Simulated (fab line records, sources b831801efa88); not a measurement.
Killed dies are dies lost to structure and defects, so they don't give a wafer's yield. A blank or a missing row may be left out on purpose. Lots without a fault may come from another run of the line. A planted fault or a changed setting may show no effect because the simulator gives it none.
Which tool did it? | flow sky130 | 12 lots, 36 wafers sampled, at 6 steps of a route of 708

WHAT THE GAUGES READ, wafer by wafer
SKY_SD_P_CD_MEAS_07: target cd 380 nm.
lot  | measured     | on        | cd_nm (nm)
L508 | day 26 01:44 | cd_sem-01 | 377.1 376.8 375.4
L509 | day 26 03:52 | cd_sem-02 | 382.4 383.8 383.1
L510 | day 26 16:41 | cd_sem-01 | 377.8 380.8 378.3
L512 | day 27 23:01 | cd_sem-01 | 380.4 380.9 378.9
L513 | day 28 02:08 | cd_sem-01 | 377.4 378.8 378.6
L517 | day 29 19:07 | cd_sem-02 | - - -
L519 | day 30 10:26 | cd_sem-02 | 380.7 379.7 380.6
L525 | day 31 22:18 | cd_sem-02 | 380.6 379.8 379.0
L526 | day 32 06:16 | cd_sem-01 | 380.7 381.3 382.5
L527 | day 32 12:03 | cd_sem-02 | 382.6 384.4 380.2
L528 | day 32 13:16 | cd_sem-01 | 380.0 381.8 383.2
L529 | day 33 02:55 | cd_sem-02 | 377.1 378.7 377.2

SKY_SD_P_TW_MEAS_11.
lot  | measured     | on            | SD_P_TW
L508 | day 26 02:08 | film_metro-02 | 2923 2937 2931
L509 | day 26 04:16 | film_metro-03 | 2802 2807 2798
L510 | day 26 17:05 | film_metro-03 | 2808 2824 2817
L512 | day 27 23:25 | film_metro-01 | 2808 2805 2800
L513 | day 28 02:32 | film_metro-03 | 2767 2775 2765
L517 | day 29 19:39 | film_metro-02 | 31 31 31
L519 | day 30 10:50 | film_metro-02 | 2900 2905 2893
L525 | day 31 22:41 | film_metro-03 | 2754 2771 2776
L526 | day 32 06:40 | film_metro-01 | 2799 2803 2800
L527 | day 32 12:27 | film_metro-02 | 2903 2908 2911
L528 | day 32 13:40 | film_metro-03 | 2793 2781 2774
L529 | day 33 03:19 | film_metro-02 | 2879 2892 2884

SKY_METAL1_THK_MEAS_06: measures by xrf.
lot  | measured     | on            | METAL1_ALCU_THK (nm)
L508 | day 32 03:05 | film_metro-02 | 252.5 251.1 250.8
L509 | day 32 06:37 | film_metro-03 | 251.7 250.9 253.3
L510 | day 32 18:24 | film_metro-04 | 258.0 252.8 257.1
L512 | day 33 20:51 | film_metro-04 | 253.4 253.1 251.0
L513 | day 34 01:34 | film_metro-04 | 251.2 251.1 250.1
L517 | day 35 16:06 | film_metro-04 | 256.6 251.9 257.5
L519 | day 36 07:40 | film_metro-04 | 252.5 253.0 250.0
L525 | day 37 16:01 | film_metro-04 | 255.0 256.0 252.7
L526 | day 38 01:37 | film_metro-02 | 251.1 255.1 252.9
L527 | day 38 05:53 | film_metro-03 | 248.6 251.4 249.7
L528 | day 38 09:18 | film_metro-02 | 249.4 247.9 250.6
L529 | day 38 20:24 | film_metro-04 | 256.4 251.7 252.1

SKY_VIA1_OVL_MEAS_13.
lot  | measured     | on         | VIA1_OVL (nm)
L508 | day 34 10:21 | overlay-02 | -18 -7 -12
L509 | day 34 13:01 | overlay-01 | -1 -4 -12
L510 | day 35 00:42 | overlay-02 | -6 -6 -2
L512 | day 36 02:48 | overlay-02 | -4 -3 -2
L513 | day 36 07:39 | overlay-01 | 5 9 1
L517 | day 37 22:13 | overlay-02 | -10 2 3
L519 | day 38 12:16 | overlay-02 | -5 8 -1
L525 | day 39 20:46 | overlay-02 | -6 0 -13
L526 | day 40 05:23 | overlay-02 | -6 -19 -11
L527 | day 40 09:23 | overlay-01 | -1 -10 2
L528 | day 40 13:19 | overlay-02 | 1 1 5
L529 | day 40 22:40 | overlay-02 | 1 -2 -4

WHICH TOOL RAN EACH LOT (tool, then ch and the chambers of the sampled wafers, then the start)
lot  | SKY_SD_P_EXPOSE_04                  | SKY_METAL1_ETCH_18
L508 | iline_stepper-01 ch 0, day 25 11:13 | rie_metal-04 ch 0,1, day 33 05:51
L509 | iline_stepper-02 ch 0, day 25 13:15 | rie_metal-03 ch 0,1, day 33 09:10
L510 | iline_stepper-01 ch 0, day 26 03:08 | rie_metal-01 ch 0,1, day 33 21:04
L512 | iline_stepper-01 ch 0, day 27 09:56 | rie_metal-03 ch 0,1, day 34 23:15
L513 | iline_stepper-02 ch 0, day 27 12:37 | rie_metal-01 ch 1, day 35 03:49
L517 | iline_stepper-02 ch 0, day 29 05:34 | rie_metal-04 ch 0,1, day 36 18:28
L519 | iline_stepper-02 ch 0, day 29 20:38 | rie_metal-03 ch 0, day 37 09:19
L525 | iline_stepper-01 ch 0, day 31 08:37 | rie_metal-04 ch 0,1, day 38 18:14
L526 | iline_stepper-02 ch 0, day 31 16:48 | rie_metal-01 ch 0,1, day 39 03:24
L527 | iline_stepper-02 ch 0, day 31 23:24 | rie_metal-04 ch 0,1, day 39 07:40
L528 | iline_stepper-01 ch 0, day 32 00:25 | rie_metal-01 ch 0,1, day 39 11:03
L529 | iline_stepper-02 ch 0, day 32 13:15 | rie_metal-01 ch 0,1, day 39 21:10
- SKY_SD_P_EXPOSE_04: exposes mask PSDM, target cd 380 nm.
- SKY_METAL1_ETCH_18: etches BARC in N2/H2, stops on SiO2, time 45.9 s, target depth 60 nm.

WHAT THE TOOLS THEMSELVES READ (means of the sampled wafers that have a number; where no wafer has one, the mark that the record gives instead)
SKY_METAL1_ETCH_18.
lot  | tool         | drypump_motor_current_A (A) | oes_product_au (a.u.) | rf_fwd_power_W (W) | throttle_valve_pct (%)
L508 | rie_metal-04 | 6.0                         | 0.854                 | 493.4              | 13.219
L509 | rie_metal-03 | 5.4                         | 0.852                 | 494.7              | 13.222
L510 | rie_metal-01 | 6.3                         | 0.856                 | 491.5              | 13.228
L512 | rie_metal-03 | 5.4                         | 0.853                 | 492.8              | 13.225
L513 | rie_metal-01 | 6.2                         | 0.851                 | 493.6              | 13.226
L517 | rie_metal-04 | 5.9                         | 0.852                 | 492.7              | 13.227
L519 | rie_metal-03 | 5.5                         | 0.856                 | 492.8              | 13.225
L525 | rie_metal-04 | 5.4                         | 0.857                 | 493.6              | 13.225
L526 | rie_metal-01 | 6.3                         | 0.852                 | 492.6              | 13.215
L527 | rie_metal-04 | 5.9                         | 0.859                 | 495.9              | 13.222
L528 | rie_metal-01 | 6.3                         | 0.856                 | 490.2              | 13.211
L529 | rie_metal-01 | 6.3                         | 0.855                 | 492.1              | 13.227

THE ANSWER, worked out from the rows above alone
Rule: what is usual is taken from the lots themselves. Put in order of their means at a reading, lots are off if they are a third of the lots or fewer, leave a main group of 4 or more, and stand apart from it by a gap of 3 or more times the standard deviation of the main group's means; of several such gaps the widest counts. A main group whose means are all the same, to the digits that the tables above print for the reading, isn't used. A lot without any number at a reading at which 4 lots or more have one is off too. The other lots that the step has rows for count as sound. The gauges are gone through in route order, then the tools' own readings, and for those a lot's mean is taken as printed above. The first step at which some lot is off is used, and at that step the reading that is off furthest; a lot without a number counts as furthest.
Off: L517, at SKY_SD_P_CD_MEAS_07 (cd_nm). Without a number there: L517. The main group: mean 380.0 nm, standard deviation 2.
A tool fits if, at a process step before that reading, it ran every lot that is off, and no sound lot after the first of them. The gauges at SKY_SD_P_CD_MEAS_07 aren't tried: what is off there is off at SKY_SD_P_TW_MEAS_11 too, on other tools, and a gauge's error can't cause that. None of those tried fits.

WHAT THE SIMULATOR HAD PUT IN
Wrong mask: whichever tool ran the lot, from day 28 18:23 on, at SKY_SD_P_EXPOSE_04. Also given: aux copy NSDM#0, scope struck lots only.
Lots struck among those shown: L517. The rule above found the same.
